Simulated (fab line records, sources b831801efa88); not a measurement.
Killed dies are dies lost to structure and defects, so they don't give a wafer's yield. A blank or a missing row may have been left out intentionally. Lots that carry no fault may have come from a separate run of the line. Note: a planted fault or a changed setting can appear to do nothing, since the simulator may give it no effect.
fab line records + flow sky130
record
- lots=4
- wafers=12
- last-day=49
route steps=708 shown LDD_HVP@279 LDD_LDN@289 SPACER@304 POLY_CUT@307 SD_P@320 RES_XHIGH@341 PAD_OPEN@708
lots with no fault: from the same line, run without faults
start-h: the number of hours between the record's first day and the start of the first shown wafer of the lot + wait-h: hours since the lot's step before + " as in the row above + L1.1+2: a single row standing in for several wafers + - no value, or no start given + * or withheld: withheld + < > ~ a bound
route shown NAME@n: a module of which the file shows steps, and the number in the route of the first + usual: mean and standard deviation over wafers with no fault + same: alike in all rows + chamber/n: place in a boat + sites: each site's reading + _std_site: the values' standard deviation + _edge_site: outer sites' mean less inner sites' + radius-mm: for every site, how far away it sits from the centre of the wafer + mask NAME#n: copy n + behind: tool/chamber where the wafer was last shaped + hold: why the lot went on hold/how many hours it stayed there/how the hold came to an end + device: which transistor (n, p or np) failed to switch + end of line: at the end of the route, the tests of the same wafers + a step without rows: its recipe alone + killed: dies that structure and defects cost at the first sort, which is not the same as the wafer's yield + map: the dies of a wafer, with x for killed, . for not killed, _ for no die there
set.NAME: the setting that was run; set.NAME@STEP: the one run at that earlier step + model.NAME: the simulator's own value behind a step, which no gauge read
lots at selected steps of the route; one table per step, one row per wafer
services: a tool's chamber out of use, with start hour (start-h, from the record's first day; less than 0 if before it), hours out, and reason
## steps
# step SKY_LDD_HVP_HMDS_01
# recipe
- prime-time-s=60
- prime-temp-c=120
# step SKY_LDD_HVP_COAT_02
# recipe
- resist=NOVOLAK
- spin-rpm=3000
- resist-thk-nm=300
# step SKY_LDD_HVP_SOFTBAKE_03
# recipe
- temp-c=90
- time-s=60
- resist=NOVOLAK
# step SKY_LDD_HVP_EXPOSE_04
# recipe
- mask-id=HVPTM
- na=0.6
- source-shape=conventional
- sigma-outer=0.6
- polarization=unpolarized
- target-cd-nm=700
- dose-mj=86
# step SKY_LDD_HVP_PEB_05
# recipe
- temp-c=withheld
- time-s=*
- resist=NOVOLAK
# step SKY_LDD_HVP_DEVELOP_06
# recipe
- resist=NOVOLAK
- developer=TMAH
- develop-time-s=60
- dev-temp-c=23
# step SKY_LDD_HVP_IMPLANT_08
# recipe
- species=B
- energy-kev=20
- dose-cm2=1.7e+13
- tilt-deg=17.9
# step SKY_LDD_HVP_STRIP_09
# recipe
- chemistry=O2/N2
- power-w=1400
- pressure-mtorr=1500
- platen-temp-c=withheld
- o2-flow-sccm=3000
- n2-flow-sccm=300
- overash-fraction=0.5
# step SKY_LDD_LDN_DEHYDRATE_00
# recipe
- temp-c=200
- time-s=60
# step SKY_LDD_LDN_HMDS_01
# recipe
- prime-time-s=60
- prime-temp-c=120
# step SKY_LDD_LDN_COAT_02
# recipe
- resist=NOVOLAK
- spin-rpm=3000
- resist-thk-nm=1140
# usual
- chill-plate-temp-C=23.00/0.092
- dispense-pressure-kPa=47/3.2
- resist-line-temp-C=22.99/0.1
| lot.wafer | tool           | chamber | start-h | wait-h | chill-plate-temp-C | dispense-pressure-kPa | resist-line-temp-C |
|-----------|----------------|---------|---------|--------|--------------------|-----------------------|--------------------|
| L847.1    | litho-track-01 | 0       | 604.04  | 0.1    | 22.98              | 49                    | 23.01              |
| L847.3    | "              | 0       | "       | "      | 23.03              | 49                    | 23.02              |
| L847.5    | "              | 0       | "       | "      | 22.95              | 49                    | 22.93              |
| L850.1    | litho-track-03 | -       | 633.00  | 0.1    | -                  | -                     | -                  |
| L850.3    | "              | -       | "       | "      | -                  | -                     | -                  |
| L850.6    | "              | -       | "       | "      | -                  | -                     | -                  |
| L849.2    | litho-track-01 | -       | 634.61  | 0.1    | -                  | -                     | -                  |
| L849.4    | "              | -       | "       | "      | -                  | -                     | -                  |
| L849.6    | "              | -       | "       | "      | -                  | -                     | -                  |
| L854.1    | litho-track-03 | 0       | 671.15  | 0.1    | 22.95              | 41                    | 22.93              |
| L854.3    | "              | 0       | "       | "      | 22.98              | 41                    | 22.95              |
| L854.6    | "              | 0       | "       | "      | 23.09              | 41                    | 22.82              |
# step SKY_LDD_LDN_SOFTBAKE_03
# recipe
- temp-c=90
- time-s=60
- resist=NOVOLAK
# step SKY_LDD_LDN_EXPOSE_04
# recipe
- mask-id=LDNTM
- na=0.6
- source-shape=conventional
- sigma-outer=0.6
- polarization=unpolarized
- target-cd-nm=700
- dose-mj=140
# step SKY_LDD_LDN_PEB_05
# recipe
- temp-c=withheld
- time-s=*
- resist=NOVOLAK
# step SKY_LDD_LDN_DEVELOP_06
# recipe
- resist=NOVOLAK
- developer=TMAH
- develop-time-s=60
- dev-temp-c=23
# step SKY_LDD_LDN_OVL_MEAS_07
# usual
- LDD_LDN_OVL=-0.3/1.4
| lot.wafer | tool       | chamber | start-h | wait-h | LDD_LDN_OVL[nm] |
|-----------|------------|---------|---------|--------|-----------------|
| L847.1    | overlay-01 | -       | 619.04  | 0.1    | -2.0            |
| L847.3    | "          | -       | "       | "      | -0.6            |
| L847.5    | "          | -       | "       | "      | -0.7            |
| L850.1    | overlay-01 | -       | 648.09  | 0.1    | -               |
| L850.3    | "          | -       | "       | "      | -               |
| L850.6    | "          | -       | "       | "      | -               |
| L849.2    | overlay-02 | -       | 649.35  | 0.1    | -               |
| L849.4    | "          | -       | "       | "      | -               |
| L849.6    | "          | -       | "       | "      | -               |
| L854.1    | overlay-02 | -       | 685.30  | 0.1    | 2.3             |
| L854.3    | "          | -       | "       | "      | -0.4            |
| L854.6    | "          | -       | "       | "      | 1.4             |
# step SKY_LDD_LDN_IMPLANT_08
# recipe
- species=As
- energy-kev=15
- dose-cm2=1.25e+13
- tilt-deg=withheld
- rotation-deg=23
# step SKY_LDD_LDN_IMPLANT_09
# recipe
- species=As
- energy-kev=15
- dose-cm2=1.25e+13
- tilt-deg=withheld
- rotation-deg=113
# step SKY_LDD_LDN_IMPLANT_10
# recipe
- species=As
- energy-kev=15
- dose-cm2=1.25e+13
- tilt-deg=withheld
- rotation-deg=203
# step SKY_LDD_LDN_IMPLANT_11
# recipe
- species=As
- energy-kev=15
- dose-cm2=1.25e+13
- tilt-deg=withheld
- rotation-deg=293
# step SKY_LDD_LDN_STRIP_12
# recipe
- chemistry=O2/N2
- power-w=1400
- pressure-mtorr=1500
- platen-temp-c=withheld
- o2-flow-sccm=3000
- n2-flow-sccm=300
- overash-fraction=0.5
# step SKY_LDD_LDN_CLEAN_14
# recipe
- chemistry=SC1/SC2
- mix=1:4:20
- temp-c=70
- time-s=150
- dry=n2-spin
# step SKY_SPACER_CVD_00
# recipe
- material=Si3N4
- precursor=DCS/NH3
- target-thk-nm=43.1
- temp-c=770
- time-s=740
- pressure-mtorr=250
# step SKY_SPACER_ETCHBACK_02
# recipe
- chemistry=CH3F/O2
- target=Si3N4
- stop-on=SiO2
- source-w=400
- bias-w=80
- pressure-mtorr=25
- ch3f-flow-sccm=40
- O2_flow_sccm=30
- time-s=46.7
- target-depth-a=450
# step SKY_POLY_CUT_DEHYDRATE_00
# recipe
- temp-c=200
- time-s=60
# step SKY_POLY_CUT_HMDS_01
# recipe
- prime-time-s=60
- prime-temp-c=120
# step SKY_POLY_CUT_COAT_02
# recipe
- resist=BARC
- temp-c=withheld
- time-s=withheld
- spin-rpm=3000
- resist-thk-nm=60
# step SKY_POLY_CUT_COAT_03
# recipe
- resist=KrF-thick
- spin-rpm=3000
- resist-thk-nm=450
# step SKY_POLY_CUT_SOFTBAKE_04
# recipe
- temp-c=100
- time-s=90
- resist=KrF-thick
# step SKY_POLY_CUT_EXPOSE_05
# recipe
- mask-id=NPCM
- na=0.8
- source-shape=annular
- sigma-inner=0.55
- sigma-outer=0.85
- target-cd-nm=270
- dose-mj=32
# step SKY_POLY_CUT_PEB_06
# recipe
- peb-temp-c=withheld
- peb-time-s=withheld
- resist=KrF-thick
# step SKY_POLY_CUT_DEVELOP_07
# recipe
- develop-time-s=60
- resist=KrF-thick
- dev-temp-c=21
# step SKY_POLY_CUT_ETCH_10
# recipe
- chemistry=N2/H2
- target=BARC
- ion-energy-ev=200
- source-w=500
- bias-w=100
- pressure-mtorr=30
- n2-flow-sccm=100
- h2-flow-sccm=200
- stop-on=SiO2
- time-s=45.9
- target-depth-a=600
# step SKY_POLY_CUT_ETCH_11
# recipe
- target=Si3N4
- chemistry=CF4/CH2F2/Ar
- stop-on=poly-Si
- source-w=600
- bias-w=150
- pressure-mtorr=40
- cf4-flow-sccm=40
- ch2f2-flow-sccm=20
- Ar_flow_sccm=150
- time-s=42.5
- target-depth-a=600
# step SKY_POLY_CUT_STRIP_12
# recipe
- chemistry=O2/N2
- power-w=1400
- pressure-mtorr=1500
- platen-temp-c=withheld
- o2-flow-sccm=3000
- n2-flow-sccm=300
- overash-fraction=0.5
# step SKY_SD_P_DEHYDRATE_00
# recipe
- temp-c=200
- time-s=60
# step SKY_RES_XHIGH_TW_MEAS_09
# usual
- RES_XHIGH_TW=1640/19
| lot.wafer | tool          | chamber | start-h | wait-h | hold                     | RES_XHIGH_TW |
|-----------|---------------|---------|---------|--------|--------------------------|--------------|
| L847.1    | film-metro-03 | -       | 707.80  | 0.1    | -                        | 1656         |
| L847.3    | "             | -       | "       | "      | -                        | 1649         |
| L847.5    | "             | -       | "       | "      | -                        | 1651         |
| L850.1    | film-metro-04 | -       | 734.44  | 0.1    | await-dispo/0.2h/release | 1926         |
| L850.3    | "             | -       | "       | "      | await-dispo/0.2h/release | 1930         |
| L850.6    | "             | -       | "       | "      | await-dispo/0.2h/release | 1932         |
| L850.1    | film-metro-04 | -       | 734.67  | 0.2    | -                        | 1930         |
| L850.3    | "             | -       | "       | "      | -                        | 1935         |
| L850.6    | "             | -       | "       | "      | -                        | 1926         |
| L849.2    | film-metro-02 | -       | 737.07  | 0.1    | await-dispo/0.2h/release | 1885         |
| L849.4    | "             | -       | "       | "      | await-dispo/0.2h/release | 1889         |
| L849.6    | "             | -       | "       | "      | await-dispo/0.2h/release | 1889         |
| L849.2    | film-metro-02 | -       | 737.30  | 0.2    | -                        | 1897         |
| L849.4    | "             | -       | "       | "      | -                        | 1905         |
| L849.6    | "             | -       | "       | "      | -                        | 1902         |
| L854.1    | film-metro-03 | -       | 769.81  | 0.1    | -                        | 1658         |
| L854.3    | "             | -       | "       | "      | -                        | 1654         |
| L854.6    | "             | -       | "       | "      | -                        | 1653         |
# step SKY_PAD_OPEN_PROBE_99
# usual
- killed_at_M0_to_M3=45/7.3
- killed_at_M4_up=3.1/1.7
- killed-at-contacts=25/5.1
- killed-at-front-end=15/4.5
- killed-at-other=0.3/0.56
- killed-dies=88/9.4
- killed-on-rim=17/4.3
- killed-open=47/6.6
- killed-short=40/6.9
# same
- gross-dies=492
- killed-at-back-side=0
| lot.wafer | tool      | chamber | start-h | wait-h | hold                   | killed_at_M0_to_M3 | killed_at_M4_up | killed-at-contacts | killed-at-front-end | killed-at-other | killed-dies | killed-on-rim | killed-open | killed-short | model.etest.pfet_01v8.r-on-ohm-um | model.etest.tip_p_5v.rs-ohm-sq | model.etest.tip_n_5v.rs-ohm-sq | model.etest.pfet-g5v0d10v5.r-on-ohm-um | model.etest.tip_p_5v.rs-ohm-sq-range | model.etest.pfet_01v8.drive-ua-um | model.etest.pfet_01v8_hvt.drive-ua-um | model.etest.sram-pfet-latch.drive-ua-um |
|-----------|-----------|---------|---------|--------|------------------------|--------------------|-----------------|--------------------|---------------------|-----------------|-------------|---------------|-------------|--------------|-----------------------------------|--------------------------------|--------------------------------|----------------------------------------|--------------------------------------|-----------------------------------|---------------------------------------|-----------------------------------------|
| L847.1    | prober-02 | -       | 1138.62 | 0.1    | -                      | 38                 | 3               | 20                 | 15                  | 1               | 77          | 16            | 45          | 31           | 2963                              | 2888                           | 1405                           | 4755                                   | 81.64                                | 187.4                             | 139.9                                 | 139.9                                   |
| L847.3    | prober-02 | -       | 1138.72 | 0.2    | -                      | 34                 | 3               | 23                 | 10                  | 0               | 70          | 15            | 39          | 31           | 2957                              | 2869                           | 1414                           | 4744                                   | 67.8                                 | 185.2                             | 139.2                                 | 135.9                                   |
| L847.5    | prober-02 | -       | 1138.82 | 0.2    | -                      | 35                 | 6               | 35                 | 9                   | 0               | 85          | 21            | 45          | 40           | 2932                              | 2887                           | 1406                           | 4781                                   | 70.33                                | 190.9                             | 143.1                                 | 139.7                                   |
| L850.1    | prober-02 | -       | 1157.57 | 0.1    | await-dispo/8.2h/scrap | 41                 | 2               | 20                 | 428                 | 1               | 492         | 96            | 42          | 37           | 6648                              | 7108                           | 1006                           | 5042                                   | 260                                  | 81.35                             | 56.87                                 | 58.67                                   |
| L850.3    | prober-02 | -       | 1157.67 | 0.2    | await-dispo/8.2h/scrap | 37                 | 2               | 17                 | 435                 | 1               | 492         | 96            | 35          | 34           | 6254                              | 7107                           | 1012                           | 4946                                   | 222.4                                | 87.25                             | 61.88                                 | 62.15                                   |
| L850.6    | prober-02 | -       | 1157.82 | 0.2    | await-dispo/8.2h/scrap | 56                 | 3               | 28                 | 405                 | 0               | 492         | 96            | 55          | 42           | 6445                              | 7129                           | 1015                           | 4981                                   | 113.5                                | 84.3                              | 59.33                                 | 57.59                                   |
| L849.2    | prober-01 | -       | 1157.90 | 0.1    | await-dispo/4.9h/scrap | 43                 | 2               | 17                 | 430                 | 0               | 492         | 96            | 43          | 42           | 1.025e+04                         | 7230                           | 1012                           | 5062                                   | 283.2                                | 52.42                             | 33.15                                 | 34.42                                   |
| L849.4    | prober-01 | -       | 1158.00 | 0.2    | await-dispo/4.9h/scrap | 47                 | 2               | 23                 | 420                 | 0               | 492         | 96            | 57          | 32           | 9749                              | 7260                           | 1015                           | 4984                                   | 180.2                                | 54.91                             | 35.05                                 | 35.77                                   |
| L849.6    | prober-01 | -       | 1158.10 | 0.2    | await-dispo/4.9h/scrap | 43                 | 0               | 25                 | 424                 | 0               | 492         | 96            | 43          | 37           | 7522                              | 7259                           | 1024                           | 4927                                   | 178.2                                | 70.51                             | 48.69                                 | 48.4                                    |
| L854.1    | prober-01 | -       | 1179.92 | 0.1    | -                      | 46                 | 6               | 18                 | 16                  | 1               | 87          | 17            | 41          | 45           | 2952                              | 2845                           | 1357                           | 4774                                   | 73.09                                | 186.3                             | 140.2                                 | 142.1                                   |
| L854.3    | prober-01 | -       | 1180.02 | 0.2    | -                      | 52                 | 2               | 28                 | 16                  | 1               | 99          | 26            | 57          | 42           | 2874                              | 2863                           | 1350                           | 4704                                   | 89.3                                 | 192.2                             | 144.1                                 | 140.3                                   |
| L854.6    | prober-01 | -       | 1180.17 | 0.2    | -                      | 47                 | 1               | 25                 | 18                  | 1               | 92          | 16            | 49          | 43           | 2923                              | 2852                           | 1367                           | 4655                                   | 116.1                                | 189.7                             | 141.6                                 | 140.4                                   |
# killed by level:class
L847.1 LI_CONTACT:geometric-particle:open=8 VIA2:geometric-particle:open=8 CONTACT:geometric-particle:open=6 VIA1:geometric-particle:short=5 VIA1:geometric-particle:open=5 METAL2:geometric-particle:short=5 FIELD_ISO:geometric-particle:open=4 LOCAL_INTERCONNECT:geometric-particle:short=4
L847.3 VIA1:geometric-particle:open=11 CONTACT:geometric-particle:open=10 METAL2:geometric-particle:short=8 METAL1:geometric-particle:short=7 LI_CONTACT:geometric-particle:open=5 FIELD_ISO:geometric-particle:short=3 FIELD_ISO:geometric-particle:open=3 VIA2:geometric-particle:open=3
L847.5 CONTACT:geometric-particle:open=14 VIA1:geometric-particle:open=9 LI_CONTACT:geometric-particle:open=8 CONTACT:geometric-particle:short=6 VIA2:geometric-particle:short=5 LOCAL_INTERCONNECT:geometric-particle:short=5 VIA1:geometric-particle:short=5 METAL1:geometric-particle:short=4
L850.1 LDD_LDN:area-expose=413 CONTACT:geometric-particle:open=8 VIA1:geometric-particle:open=7 METAL2:geometric-particle:short=7 VIA2:geometric-particle:open=7 METAL1:geometric-particle:short=5 POLY_GATE:geometric-particle:open=4 LI_CONTACT:geometric-particle:short=4
L850.3 LDD_LDN:area-expose=423 VIA1:geometric-particle:open=7 LI_CONTACT:geometric-particle:open=6 CONTACT:geometric-particle:open=5 METAL1:geometric-particle:short=5 VIA2:geometric-particle:open=5 VIA1:geometric-particle:short=4 METAL2:geometric-particle:short=4
L850.6 LDD_LDN:area-expose=395 CONTACT:geometric-particle:open=15 VIA1:geometric-particle:open=10 VIA2:geometric-particle:open=10 VIA3:geometric-particle:open=8 METAL2:geometric-particle:short=8 METAL1:geometric-particle:short=7 VIA1:geometric-particle:short=5
L849.2 LDD_LDN:area-expose=407 VIA1:geometric-particle:open=10 VIA1:geometric-particle:short=6 LI_CONTACT:geometric-particle:open=6 FIELD_ISO:geometric-particle:open=5 METAL3:geometric-particle:short=5 POLY_GATE:geometric-particle:open=4 POLY_GATE:geometric-particle:short=4
L849.4 LDD_LDN:area-expose=403 VIA1:geometric-particle:open=11 CONTACT:geometric-particle:open=10 VIA3:geometric-particle:open=10 VIA1:geometric-particle:short=6 VIA2:geometric-particle:open=6 LI_CONTACT:geometric-particle:open=5 FIELD_ISO:geometric-particle:short=4
L849.6 LDD_LDN:area-expose=412 VIA1:geometric-particle:open=10 CONTACT:geometric-particle:open=9 VIA2:geometric-particle:open=7 METAL1:geometric-particle:short=7 VIA1:geometric-particle:short=6 FIELD_ISO:geometric-particle:open=5 LOCAL_INTERCONNECT:geometric-particle:short=5
L854.1 VIA3:geometric-particle:open=9 CONTACT:geometric-particle:open=8 VIA2:geometric-particle:open=6 METAL2:geometric-particle:short=6 METAL4:geometric-particle:short=6 POLY_GATE:geometric-particle:open=5 METAL1:geometric-particle:short=5 VIA1:geometric-particle:short=5
L854.3 VIA3:geometric-particle:open=16 CONTACT:geometric-particle:open=10 LI_CONTACT:geometric-particle:open=9 METAL2:geometric-particle:short=9 METAL1:geometric-particle:short=7 VIA1:geometric-particle:open=7 FIELD_ISO:geometric-particle:open=5 VIA2:geometric-particle:open=4
L854.6 CONTACT:geometric-particle:open=12 VIA2:geometric-particle:open=10 FIELD_ISO:geometric-particle:short=8 LI_CONTACT:geometric-particle:open=7 METAL2:geometric-particle:short=7 VIA1:geometric-particle:short=6 VIA1:geometric-particle:open=6 VIA3:geometric-particle:open=6
# map L849.2 (x killed, . not)
__________xxxxxxxxxx_________
________xxxxxxxxxxxxxx_______
______xxxxxxxxxxxxxxxxxx_____
_____xxxxxxxxxxxxxxxxxxxx____
____xxxxxxxxxxxxxxxxxxxxxx___
___xxxxxxxxxxxxxxxxxxxxxxxx__
__xxxxxxxxxxxxxxxxxxxxxxxxxx_
_xxxxxxxxxxxxxxxxxxxxxxxxxxxx
_xxxxxxxxxxxxxxxxxxxxxxxxxxxx
_xxxxxxxxxxxxxxxxxxxxxxxxxxxx
_xxxxxxxxxxxxxxxxxxxxxxxxxxxx
_xxxxxxxxxxxxxxxxxxxxxxxxxxxx
_xxxxxxxxxxxxxxxxxxxxxxxxxxxx
_xxxxxxxxxxxxxxxxxxxxxxxxxxxx
_xxxxxxxxxxxxxxxxxxxxxxxxxxxx
__xxxxxxxxxxxxxxxxxxxxxxxxxx_
___xxxxxxxxxxxxxxxxxxxxxxxx__
____xxxxxxxxxxxxxxxxxxxxxx___
_____xxxxxxxxxxxxxxxxxxxx____
______xxxxxxxxxxxxxxxxxx_____
________xxxxxxxxxxxxxx_______
__________xxxxxxxxxx_________
# map L850.1 (x killed, . not)
__________xxxxxxxxxx_________
________xxxxxxxxxxxxxx_______
______xxxxxxxxxxxxxxxxxx_____
_____xxxxxxxxxxxxxxxxxxxx____
____xxxxxxxxxxxxxxxxxxxxxx___
___xxxxxxxxxxxxxxxxxxxxxxxx__
__xxxxxxxxxxxxxxxxxxxxxxxxxx_
_xxxxxxxxxxxxxxxxxxxxxxxxxxxx
_xxxxxxxxxxxxxxxxxxxxxxxxxxxx
_xxxxxxxxxxxxxxxxxxxxxxxxxxxx
_xxxxxxxxxxxxxxxxxxxxxxxxxxxx
_xxxxxxxxxxxxxxxxxxxxxxxxxxxx
_xxxxxxxxxxxxxxxxxxxxxxxxxxxx
_xxxxxxxxxxxxxxxxxxxxxxxxxxxx
_xxxxxxxxxxxxxxxxxxxxxxxxxxxx
__xxxxxxxxxxxxxxxxxxxxxxxxxx_
___xxxxxxxxxxxxxxxxxxxxxxxx__
____xxxxxxxxxxxxxxxxxxxxxx___
_____xxxxxxxxxxxxxxxxxxxx____
______xxxxxxxxxxxxxxxxxx_____
________xxxxxxxxxxxxxx_______
__________xxxxxxxxxx_________
## services
| tool           | chamber | start-h | hours | kind                      |
|----------------|---------|---------|-------|---------------------------|
| litho-track-03 | -       | 590.75  | -     | consumable-replace:filter |
## key
first-sign
- step=SKY_LDD_LDN_COAT_02
- reading=tool-record
- direction=missing
effect
- step=SKY_LDD_LDN_OVL_MEAS_07
- reading=LDD_LDN_OVL
- direction=missing
effect
- step=SKY_RES_XHIGH_TW_MEAS_09
- reading=RES_XHIGH_TW
- direction=up
- sigmas=14
- usual=1640
- struck=1909
effect
- step=SKY_PAD_OPEN_PROBE_99
- reading=killed-at-front-end
- direction=up
- sigmas=91
- usual=15
- struck=424
model-effect
- step=SKY_PAD_OPEN_PROBE_99
- value=etest.pfet_01v8.r-on-ohm-um
- without=2943
- struck=7812
more-kills-born-at
- SKY_LDD_LDN_EXPOSE_04@iline-stepper-01=2453
met-at SKY_LDD_LDN_COAT_02
struck-wafers L849.2,L849.4,L849.6,L850.1,L850.3,L850.6
tester-left-out L849,L850
onset-between 604.04 633.00
fault
- kind=skipped-step-whole
- tool=litho-track-01,litho-track-03
- chamber=-
- onset-h=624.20
- steps=SKY_LDD_LDN_COAT_02
- scope=struck-lots-only
# tester-left-out: of these lots the tester's yield and bins aren't shown, on N5 and GAA mostly nor the transistor test; their killed dies are dies lost to structure and defects alone, not to doping, threshold or leakage, so they don't give the yield
